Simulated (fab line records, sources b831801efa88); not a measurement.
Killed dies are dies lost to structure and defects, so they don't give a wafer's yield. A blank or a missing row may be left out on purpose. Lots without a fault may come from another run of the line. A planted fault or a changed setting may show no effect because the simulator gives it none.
Which tool did it? | flow gf180mcu | 15 lots, 45 wafers sampled, at 4 steps of a route of 602

WHAT THE GAUGES READ, wafer by wafer
GF_STI_THK_MEAS_24. Usual: STI_CVD_23_THK 654 nm, standard deviation 6.
lot  | measured    | on            | STI_CVD_23_THK (nm) | flag
L749 | day 2 03:49 | film_metro-04 | 640 645 647         |
L750 | day 2 07:55 | film_metro-02 | 655 650 648         |
L751 | day 2 17:00 | film_metro-02 | 661 656 666         |
L754 | day 3 07:15 | film_metro-04 | 651 644 641         |
L756 | day 3 19:58 | film_metro-04 | 653 661 656         |
L757 | day 3 23:29 | film_metro-02 | 655 655 664         |
L758 | day 4 02:24 | film_metro-02 | 658 655 658         |
L761 | day 4 17:22 | film_metro-02 | 656 654 654         |
L762 | day 4 22:53 | film_metro-01 | 653 649 655         |
L763 | day 5 02:35 | film_metro-02 | 653 657 658         |
L765 | day 5 14:02 | film_metro-04 | 655 660 653         |
L766 | day 5 19:41 | film_metro-04 | 653 654 661         |
L770 | day 6 15:55 | film_metro-01 | 657 655 653         |
L771 | day 6 21:12 | film_metro-04 | 659 652 654         |
L772 | day 7 05:13 | film_metro-04 | 662 656 644         |

GF_MVPSD_OVL_MEAS_07. Usual: MVPSD_OVL 1.9 nm, standard deviation 1.5.
lot  | measured     | on         | MVPSD_OVL (nm) | flag
L749 | day 4 21:29  | overlay-02 | 3.9 3.4 2.8    |
L750 | day 5 03:17  | overlay-02 | 2.3 -0.2 0.3   |
L751 | day 5 19:10  | overlay-02 | -0.7 1.3 -0.5  |
L754 | day 6 08:49  | overlay-01 | 3.1 2.7 2.2    |
L756 | day 6 23:01  | overlay-01 | 0.5 1.1 -0.4   |
L757 | day 7 03:52  | overlay-02 | 4.2 3.7 4.4    |
L758 | day 7 05:55  | overlay-01 | 1.9 -0.6 2.4   |
L761 | day 7 23:01  | overlay-02 | 2.8 2.0 1.2    |
L762 | day 8 06:19  | overlay-01 | 1.7 2.5 1.2    |
L763 | day 8 13:03  | overlay-01 | 2.8 4.5 3.2    |
L765 | day 8 23:38  | overlay-01 | 0.4 4.0 2.7    |
L766 | day 9 06:25  | overlay-01 | 4.2 5.0 4.7    |
L770 | day 10 07:13 | overlay-02 | 1.9 0.8 1.8    |
L771 | day 10 10:16 | overlay-01 | 2.4 1.1 1.2    |
L772 | day 10 21:00 | overlay-01 | 1.3 -0.1 0.3   |

WHICH TOOL RAN EACH LOT (tool, then ch and the chambers of the sampled wafers, then the start)
lot  | GF_DNWELL_STRIP_08                  | GF_NWELL_DEVELOP_06
L749 | plasma_asher-01 ch 0,1, day 2 18:35 | litho_track-04 ch 0, day 3 05:00
L750 | plasma_asher-01 ch 0,1, day 2 22:17 | litho_track-04 ch 0, day 3 09:00
L751 | plasma_asher-01 ch 0,1, day 3 11:28 | litho_track-04 ch 0, day 4 00:00
L754 | plasma_asher-02 ch 0,1, day 3 23:04 | litho_track-03 ch 0, day 4 12:00
L756 | plasma_asher-01 ch 0,1, day 4 11:37 | litho_track-01, day 5 01:00
L757 | plasma_asher-03 ch 0,1, day 4 15:18 | litho_track-01, day 5 04:00
L758 | plasma_asher-01 ch 0,1, day 4 18:46 | litho_track-04, day 5 08:00
L761 | plasma_asher-02 ch 0,1, day 5 10:16 | litho_track-01 ch 0, day 6 00:00
L762 | plasma_asher-01 ch 0,1, day 5 16:03 | litho_track-03 ch 0, day 6 06:00
L763 | plasma_asher-03 ch 0,1, day 5 19:31 | litho_track-01 ch 0, day 6 10:00
L765 | plasma_asher-03 ch 0,1, day 6 07:30 | litho_track-04 ch 0, day 6 22:00
L766 | plasma_asher-03 ch 0,1, day 6 13:01 | litho_track-04 ch 0, day 7 04:00
L770 | plasma_asher-02 ch 0,1, day 7 10:40 | litho_track-03 ch 0, day 8 03:00
L771 | plasma_asher-03 ch 0,1, day 7 15:19 | litho_track-01 ch 0, day 8 07:00
L772 | plasma_asher-03 ch 0,1, day 8 01:06 | litho_track-04 ch 0, day 8 17:00
- GF_DNWELL_STRIP_08: strips in O2/N2.
- GF_NWELL_DEVELOP_06: develop time 60 s.

WHAT THE TOOLS THEMSELVES READ (means of the sampled wafers that have a number; where no wafer has one, the mark that the record gives instead)
GF_DNWELL_STRIP_08. Usual: drypump_motor_current_A 5.9 A, standard deviation 0.43; heater_power_w 343 W, standard deviation 38; oes_product_au 0.722 a.u., standard deviation 0.0046; strip_time_to_endpoint_s 36.96 s, standard deviation 0.12.
lot  | tool            | drypump_motor_current_A (A) | heater_power_w (W) | oes_product_au (a.u.) | strip_time_to_endpoint_s (s) | flag
L749 | plasma_asher-01 | 6.3                         | 316                | 0.722                 | 37.02                        |
L750 | plasma_asher-01 | 6.3                         | 319                | 0.723                 | 36.99                        |
L751 | plasma_asher-01 | 6.2                         | 311                | 0.720                 | 36.89                        |
L754 | plasma_asher-02 | 6.1                         | 393                | 0.724                 | 36.88                        |
L756 | plasma_asher-01 | 6.3                         | 320                | 0.721                 | 37.13                        |
L757 | plasma_asher-03 | 5.5                         | 315                | 0.721                 | 36.81                        |
L758 | plasma_asher-01 | 6.3                         | 315                | 0.721                 | 36.87                        |
L761 | plasma_asher-02 | 6.1                         | 391                | 0.723                 | 36.92                        |
L762 | plasma_asher-01 | 6.3                         | 319                | 0.724                 | 36.81                        |
L763 | plasma_asher-03 | 5.7                         | 331                | 0.721                 | 37.13                        |
L765 | plasma_asher-03 | 5.5                         | 315                | 0.722                 | 37.03                        |
L766 | plasma_asher-03 | 5.7                         | 334                | 0.725                 | 36.98                        |
L770 | plasma_asher-02 | 5.8                         | 386                | 0.725                 | 36.99                        |
L771 | plasma_asher-03 | 5.5                         | 313                | 0.725                 | 37.03                        |
L772 | plasma_asher-03 | 5.5                         | 318                | 0.722                 | 37.08                        |

GF_NWELL_DEVELOP_06. Usual: chill_plate_temp_C 22.97 C, standard deviation 0.11.
lot  | tool           | chill_plate_temp_C (C) | flag
L749 | litho_track-04 | 23.00                  |
L750 | litho_track-04 | 22.95                  |
L751 | litho_track-04 | 23.01                  |
L754 | litho_track-03 | 22.85                  |
L756 | litho_track-01 | -                      | OFF
L757 | litho_track-01 | -                      | OFF
L758 | litho_track-04 | -                      | OFF
L761 | litho_track-01 | 22.91                  |
L762 | litho_track-03 | 22.88                  |
L763 | litho_track-01 | 23.01                  |
L765 | litho_track-04 | 23.00                  |
L766 | litho_track-04 | 22.91                  |
L770 | litho_track-03 | 22.93                  |
L771 | litho_track-01 | 22.94                  |
L772 | litho_track-04 | 23.01                  |

THE ANSWER, worked out from the rows above alone
Rule: a lot is off if the mean of its wafers that have a number lies more than 3 standard deviations from the usual mean. A lot without any number at a reading at which 4 lots or more have one is off too. The other lots that the step has rows for count as sound. The gauges are gone through in route order, then the tools' own readings, and for those a lot's mean is taken as printed above. The first step at which some lot is off is used, and at that step the reading that is off furthest; a lot without a number counts as furthest.
Off: L756, L757, L758, at GF_NWELL_DEVELOP_06 (chill_plate_temp_C). Without a number there: L756, L757, L758.
A tool fits if, at that step or a process step before it, it ran every lot that is off, and no sound lot after the first of them. None of those tried fits.

WHAT THE SIMULATOR HAD PUT IN
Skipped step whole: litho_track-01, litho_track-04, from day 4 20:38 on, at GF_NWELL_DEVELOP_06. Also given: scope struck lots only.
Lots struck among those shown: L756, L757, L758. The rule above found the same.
